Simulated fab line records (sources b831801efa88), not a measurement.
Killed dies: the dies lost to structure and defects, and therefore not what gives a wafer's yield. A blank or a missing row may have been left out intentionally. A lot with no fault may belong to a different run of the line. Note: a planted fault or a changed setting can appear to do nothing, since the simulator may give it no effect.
What tool caused it? | flow gf180mcu | 24 lots with 72 wafers sampled at 3 steps, on a route of 602 steps

## WHAT THE GAUGES SHOWED, per wafer
GF_M4_OVL_MEAS_15. Usual: M4_OVL typically reads -5 nm, with standard deviation 7.
lot  | measured     | on         | M4_OVL (nm) | flag
L074 | day 23 18:08 | overlay-02 | -3 -8 -5    |
L075 | day 24 07:53 | overlay-01 | 8 -5 6      |
L076 | day 24 10:02 | overlay-01 | -9 -4 5     |
L077 | day 24 15:44 | overlay-02 | 1 -19 1     |
L078 | day 25 01:31 | overlay-01 | -14 -12 -7  |
L079 | day 25 07:58 | overlay-02 | 1 -9 -3     |
L080 | day 26 00:05 | overlay-02 | 16 -7 -9    |
L081 | day 26 09:26 | overlay-01 | -7 -13 4    |
L082 | day 26 10:55 | overlay-01 | -12 -4 -3   |
L083 | day 26 20:16 | overlay-01 | -21 -20 -24 |
L084 | day 26 19:55 | overlay-01 | -7 -3 -3    |
L085 | day 27 06:48 | overlay-01 | 0 -1 -1     |
L086 | day 27 11:02 | overlay-01 | -8 -6 -7    |
L087 | day 27 21:45 | overlay-01 | -12 -16 -8  |
L088 | day 28 02:47 | overlay-01 | 7 -17 -5    |
L089 | day 28 07:28 | overlay-01 | 1 -3 7      |
L090 | day 28 17:20 | overlay-02 | 0 -7 -7     |
L091 | day 28 23:56 | overlay-01 | -1 0 -6     |
L092 | day 29 08:53 | overlay-01 | -13 -11 9   |
L093 | day 29 14:44 | overlay-01 | 9 7 -2      |
L094 | day 29 17:11 | overlay-02 | -21 -7 3    |
L095 | day 29 22:50 | overlay-02 | -3 3 1      |
L096 | day 30 04:58 | overlay-02 | -13 -10 -11 |
L097 | day 30 10:26 | overlay-01 | -11 -13 -6  |

## EACH LOT AND THE TOOL THAT RAN IT (in order: tool; ch and the chambers of the sampled wafers; start)
lot  | GF_SALICIDE_RTA_08               | GF_M3_SPUTTER_00
L074 | rtp_anneal-02 ch 0, day 15 08:49 | pvd_sputter-04, day 20 15:03
L075 | rtp_anneal-02 ch 0, day 16 00:26 | pvd_sputter-01, day 21 07:22
L076 | rtp_anneal-01 ch 0, day 16 03:56 | pvd_sputter-04, day 21 10:27
L077 | rtp_anneal-02 ch 0, day 16 09:19 | pvd_sputter-03, day 21 15:39
L078 | rtp_anneal-01 ch 0, day 16 18:07 | pvd_sputter-01, day 22 02:29
L079 | rtp_anneal-02 ch 0, day 17 01:46 | pvd_sputter-01, day 22 09:28
L080 | rtp_anneal-01 ch 0, day 17 17:35 | pvd_sputter-03, day 23 02:07
L081 | rtp_anneal-02 ch 0, day 18 04:47 | pvd_sputter-01, day 23 13:14
L082 | rtp_anneal-01 ch 0, day 18 08:55 | pvd_sputter-01, day 23 15:55
L083 | rtp_anneal-02 ch 0, day 18 15:02 | pvd_sputter-01, day 24 00:45
L084 | rtp_anneal-01 ch 0, day 18 16:42 | pvd_sputter-03, day 24 00:13
L085 | rtp_anneal-02 ch 0, day 19 06:26 | pvd_sputter-04, day 24 12:44
L086 | rtp_anneal-01 ch 0, day 19 12:09 | pvd_sputter-03, day 24 17:36
L087 | rtp_anneal-02 ch 0, day 19 20:59 | pvd_sputter-03, day 25 04:14
L088 | rtp_anneal-02 ch 0, day 20 07:11 | pvd_sputter-03, day 25 10:01
L089 | rtp_anneal-01 ch 0, day 20 12:45 | pvd_sputter-03, day 25 15:32
L090 | rtp_anneal-01 ch 0, day 20 23:49 | pvd_sputter-01, day 26 01:31
L091 | rtp_anneal-02 ch 0, day 21 10:11 | pvd_sputter-01, day 26 09:20
L092 | rtp_anneal-02 ch 0, day 21 18:07 | pvd_sputter-04, day 26 17:53
L093 | rtp_anneal-01 ch 0, day 21 23:34 | pvd_sputter-01, day 27 01:07
L094 | rtp_anneal-02 ch 0, day 22 04:35 | pvd_sputter-01, day 27 02:59
L095 | rtp_anneal-02 ch 0, day 22 15:27 | pvd_sputter-01, day 27 10:24
L096 | rtp_anneal-02 ch 0, day 22 20:02 | pvd_sputter-01, day 27 15:28
L097 | rtp_anneal-01 ch 0, day 23 02:37 | pvd_sputter-01, day 27 21:36
- GF_SALICIDE_RTA_08: time 30 s.
- GF_M3_SPUTTER_00: material Ti, target thk 37.5 nm, time 150 s.

## AS READ BY THE TOOLS THEMSELVES (means over the sampled wafers that have a number; for cases with no such wafer, the mark the record gives instead)
GF_SALICIDE_RTA_08. Usual: lamp_power_pct 18.0 %, standard deviation 2.4; wafer_temp_C_max 804.6, standard deviation 1.5.
lot  | tool          | lamp_power_pct (%) | wafer_temp_C_max | flag
L074 | rtp_anneal-02 | 20.1               | 806.1            |
L075 | rtp_anneal-02 | 20.1               | 805.5            |
L076 | rtp_anneal-01 | 15.2               | 803.4            |
L077 | rtp_anneal-02 | 20.0               | 806.0            |
L078 | rtp_anneal-01 | 15.2               | 803.6            |
L079 | rtp_anneal-02 | 20.0               | 805.0            |
L080 | rtp_anneal-01 | 15.2               | 802.6            |
L081 | rtp_anneal-02 | 20.0               | 806.5            |
L082 | rtp_anneal-01 | 15.2               | 802.5            |
L083 | rtp_anneal-02 | 20.0               | 806.7            |
L084 | rtp_anneal-01 | 15.2               | 803.4            |
L085 | rtp_anneal-02 | 20.0               | 805.9            |
L086 | rtp_anneal-01 | 15.2               | 803.2            |
L087 | rtp_anneal-02 | 20.0               | 805.5            |
L088 | rtp_anneal-02 | 20.0               | 806.1            |
L089 | rtp_anneal-01 | 15.2               | 803.0            |
L090 | rtp_anneal-01 | 15.2               | 802.7            |
L091 | rtp_anneal-02 | 20.0               | 806.0            |
L092 | rtp_anneal-02 | 20.1               | 805.4            |
L093 | rtp_anneal-01 | 15.2               | 802.6            |
L094 | rtp_anneal-02 | 20.1               | 805.1            |
L095 | rtp_anneal-02 | 20.0               | 805.3            |
L096 | rtp_anneal-02 | 20.0               | 804.6            |
L097 | rtp_anneal-01 | 15.2               | 802.5            |

GF_M3_SPUTTER_00. Usual: throttle_valve_pct 29.8 %, standard deviation 1.2.
lot  | tool           | throttle_valve_pct (%) | flag
L074 | pvd_sputter-04 | 30.2                   |
L075 | pvd_sputter-01 | 29.7                   |
L076 | pvd_sputter-04 | 30.3                   |
L077 | pvd_sputter-03 | 29.9                   |
L078 | pvd_sputter-01 | 30.1                   |
L079 | pvd_sputter-01 | 29.8                   |
L080 | pvd_sputter-03 | 29.4                   |
L081 | pvd_sputter-01 | 28.9                   |
L082 | pvd_sputter-01 | 29.6                   |
L083 | pvd_sputter-01 | 28.7                   |
L084 | pvd_sputter-03 | 29.5                   |
L085 | pvd_sputter-04 | 30.2                   |
L086 | pvd_sputter-03 | 29.6                   |
L087 | pvd_sputter-03 | 29.4                   |
L088 | pvd_sputter-03 | 30.1                   |
L089 | pvd_sputter-03 | 28.9                   |
L090 | pvd_sputter-01 | 29.7                   |
L091 | pvd_sputter-01 | 30.9                   |
L092 | pvd_sputter-04 | 30.6                   |
L093 | pvd_sputter-01 | 29.8                   |
L094 | pvd_sputter-01 | 30.2                   |
L095 | pvd_sputter-01 | 30.3                   |
L096 | pvd_sputter-01 | 30.2                   |
L097 | pvd_sputter-01 | 30.0                   |

## THE ANSWER, worked out from the rows above alone
Rule: take the mean of a lot's wafers that have a number; if it is more than 3 standard deviations from the usual mean, the lot is off. Also off: a lot with no number at a reading for which 4 or more lots have one. Where the step has rows for the other lots, those lots are counted as sound. The gauges are gone through in route order, then the tools' own readings, and for those a lot's mean is taken as printed above. The first step at which some lot is off is used, and at that step the reading that is off furthest; a lot without a number counts as furthest.
Nothing can be told from this: no lot is off at any reading shown.

## WHAT THE SIMULATOR HAD INSERTED
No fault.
